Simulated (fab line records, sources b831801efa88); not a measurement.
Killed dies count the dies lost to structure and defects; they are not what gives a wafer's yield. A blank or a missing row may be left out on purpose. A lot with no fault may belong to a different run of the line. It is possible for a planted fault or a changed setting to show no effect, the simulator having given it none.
Which of the tools did it? | flow gf180mcu | Sampling: 14 lots, 42 wafers, 4 of 602 route steps

WHAT THE GAUGES READ, wafer by wafer
GF_MIM_THK_MEAS_06.
lot  | measured     | on            | MIM_CVD_05_THK (nm)
L269 | day 24 13:32 | film-metro-04 | 40.8 41.3 41.9
L271 | day 25 07:42 | film-metro-04 | 41.3 42.3 42.1
L272 | day 25 18:14 | film-metro-02 | 40.9 40.9 41.9
L274 | day 26 15:48 | film-metro-02 | 42.1 42.3 42.3
L275 | day 27 00:04 | film-metro-02 | 41.4 42.2 42.3
L277 | day 27 10:04 | film-metro-04 | 42.6 42.3 42.2
L279 | day 28 12:33 | film-metro-02 | 41.7 41.9 42.1
L280 | day 29 00:04 | film-metro-02 | 57.5 56.4 56.8
L283 | day 29 14:55 | film-metro-02 | 56.3 56.1 55.9
L284 | day 29 16:25 | film-metro-02 | 42.8 43.6 42.9
L286 | day 30 07:19 | film-metro-04 | 42.0 42.2 42.9
L288 | day 30 14:36 | film-metro-01 | 41.2 41.0 41.6
L289 | day 30 18:34 | film-metro-02 | 41.6 41.5 42.2
L291 | day 31 07:57 | film-metro-02 | 42.6 42.8 43.1

TOOL THAT RAN EACH LOT (tool first, then ch and the chambers of the sampled wafers, then the start)
lot  | GF_V3_SPUTTER_22             | GF_M4_SPUTTER_00             | GF_MIM_CVD_05
L269 | pvd-sputter-02, day 22 12:23 | pvd-sputter-03, day 22 13:01 | pecvd-04 ch 1,2, day 24 13:29
L271 | pvd-sputter-01, day 23 07:18 | pvd-sputter-02, day 23 07:56 | pecvd-01 ch 0,1, day 25 07:39
L272 | pvd-sputter-01, day 23 17:41 | pvd-sputter-03, day 23 18:19 | pecvd-01 ch 1,2, day 25 18:11
L274 | pvd-sputter-03, day 24 16:43 | pvd-sputter-04, day 24 17:21 | pecvd-04 ch 1,2, day 26 15:44
L275 | pvd-sputter-01, day 25 02:21 | pvd-sputter-04, day 25 02:59 | pecvd-04 ch 1,2, day 27 00:01
L277 | pvd-sputter-01, day 25 13:17 | pvd-sputter-04, day 25 13:55 | pecvd-04 ch 1,2, day 27 10:00
L279 | pvd-sputter-01, day 26 16:44 | pvd-sputter-03, day 26 17:22 | pecvd-01 ch 0,2, day 28 12:31
L280 | pvd-sputter-03, day 27 04:11 | pvd-sputter-03, day 27 04:49 | pecvd-01 ch 0,1,2, day 29 00:01
L283 | pvd-sputter-01, day 27 20:32 | pvd-sputter-03, day 27 21:10 | pecvd-01 ch 0,1,2, day 29 14:53
L284 | pvd-sputter-03, day 27 22:35 | pvd-sputter-04, day 27 23:13 | pecvd-03 ch 0,1, day 29 16:23
L286 | pvd-sputter-03, day 28 13:15 | pvd-sputter-04, day 28 13:53 | pecvd-03 ch 0,1, day 30 07:17
L288 | pvd-sputter-01, day 28 22:11 | pvd-sputter-04, day 28 22:49 | pecvd-04 ch 1,2, day 30 14:33
L289 | pvd-sputter-01, day 29 01:50 | pvd-sputter-03, day 29 02:30 | pecvd-04 ch 1,2, day 30 18:31
L291 | pvd-sputter-03, day 29 14:49 | pvd-sputter-03, day 29 15:27 | pecvd-03 ch 0,2, day 31 07:54
- GF_V3_SPUTTER_22: material TiN, target thk 10 nm, time 40 s.
- GF_M4_SPUTTER_00: material Ti, target thk 37.5 nm, time 150 s.
- GF_MIM_CVD_05: deposits Si3N4, target thk 42 nm, time 29.086 s.

AS READ BY THE TOOLS THEMSELVES (means over the sampled wafers that have a number; for cases with no such wafer, the mark the record gives instead)
GF_V3_SPUTTER_22.
lot  | tool           | cathode-dc-power-W (W) | throttle-valve-pct (%)
L269 | pvd-sputter-02 | 3999.7                 | 30.5
L271 | pvd-sputter-01 | 3999.2                 | 31.0
L272 | pvd-sputter-01 | 3998.3                 | 28.9
L274 | pvd-sputter-03 | 4000.3                 | 29.5
L275 | pvd-sputter-01 | 4000.5                 | 30.0
L277 | pvd-sputter-01 | 3999.9                 | 29.2
L279 | pvd-sputter-01 | 4000.2                 | 30.1
L280 | pvd-sputter-03 | 4000.3                 | 30.5
L283 | pvd-sputter-01 | 3999.8                 | 29.3
L284 | pvd-sputter-03 | 3999.8                 | 29.3
L286 | pvd-sputter-03 | 4000.0                 | 29.3
L288 | pvd-sputter-01 | 3999.9                 | 30.4
L289 | pvd-sputter-01 | 4000.0                 | 29.4
L291 | pvd-sputter-03 | 3999.6                 | 30.5

GF_M4_SPUTTER_00.
lot  | tool           | cathode-dc-power-W (W) | throttle-valve-pct (%)
L269 | pvd-sputter-03 | 3999.6                 | 29.7
L271 | pvd-sputter-02 | 3999.5                 | 31.5
L272 | pvd-sputter-03 | 4000.0                 | 30.5
L274 | pvd-sputter-04 | 4000.0                 | 29.8
L275 | pvd-sputter-04 | 3999.6                 | 30.6
L277 | pvd-sputter-04 | 4000.2                 | 30.5
L279 | pvd-sputter-03 | 3999.9                 | 29.4
L280 | pvd-sputter-03 | 4000.0                 | 28.7
L283 | pvd-sputter-03 | 3999.8                 | 29.3
L284 | pvd-sputter-04 | 4000.7                 | 30.4
L286 | pvd-sputter-04 | 4000.2                 | 30.5
L288 | pvd-sputter-04 | 3999.2                 | 30.2
L289 | pvd-sputter-03 | 3999.7                 | 30.3
L291 | pvd-sputter-03 | 3999.5                 | 30.2

GF_MIM_CVD_05.
lot  | tool     | heater-power-w (W) | susceptor-temp-C (C)
L269 | pecvd-04 | 604                | 384.86
L271 | pecvd-01 | 682                | 385.04
L272 | pecvd-01 | 725                | 385.10
L274 | pecvd-04 | 590                | 385.27
L275 | pecvd-04 | 634                | 384.74
L277 | pecvd-04 | 611                | 385.18
L279 | pecvd-01 | 655                | 384.96
L280 | pecvd-01 | 692                | 385.13
L283 | pecvd-01 | 705                | 385.08
L284 | pecvd-03 | 695                | 385.06
L286 | pecvd-03 | 744                | 385.02
L288 | pecvd-04 | 586                | 385.01
L289 | pecvd-04 | 585                | 385.08
L291 | pecvd-03 | 638                | 385.00

THE ANSWER, worked out from the rows above alone
Rule: what is usual is taken from the lots themselves. Put in order of their means at a reading, lots are off if they are a third of the lots or fewer, leave a main group of 4 or more, and stand apart from it by a gap of 3 or more times the standard deviation of the main group's means; of several such gaps the widest counts. If all means in a main group match to the digits the tables above print for the reading, that group is not used. A lot without any number at a reading at which 4 lots or more have one is off too. The other lots that the step has rows for count as sound. Order of review: gauges by route order, followed by the tools' own readings, for which a lot's mean as printed above is used. The first step at which some lot is off is used, and at that step the reading that is off furthest; a lot without a number counts as furthest.
Off: L280, L283, at GF_MIM_THK_MEAS_06 (MIM_CVD_05_THK). Mean 42.0 nm and standard deviation 0.57 in the main group.
A tool fits if, at a process step before that reading, it ran every lot that is off, and no sound lot after the first of them. Those tools and the gauges at GF_MIM_THK_MEAS_06 are tried in the same way. One candidate fits, namely pecvd-01 at GF_MIM_CVD_05. Its last sound lot is L279 (day 28 12:31), its first lot that is off L280 (day 29 00:01): a fault that began between those two fits.

WHAT WAS PUT IN BY THE SIMULATOR
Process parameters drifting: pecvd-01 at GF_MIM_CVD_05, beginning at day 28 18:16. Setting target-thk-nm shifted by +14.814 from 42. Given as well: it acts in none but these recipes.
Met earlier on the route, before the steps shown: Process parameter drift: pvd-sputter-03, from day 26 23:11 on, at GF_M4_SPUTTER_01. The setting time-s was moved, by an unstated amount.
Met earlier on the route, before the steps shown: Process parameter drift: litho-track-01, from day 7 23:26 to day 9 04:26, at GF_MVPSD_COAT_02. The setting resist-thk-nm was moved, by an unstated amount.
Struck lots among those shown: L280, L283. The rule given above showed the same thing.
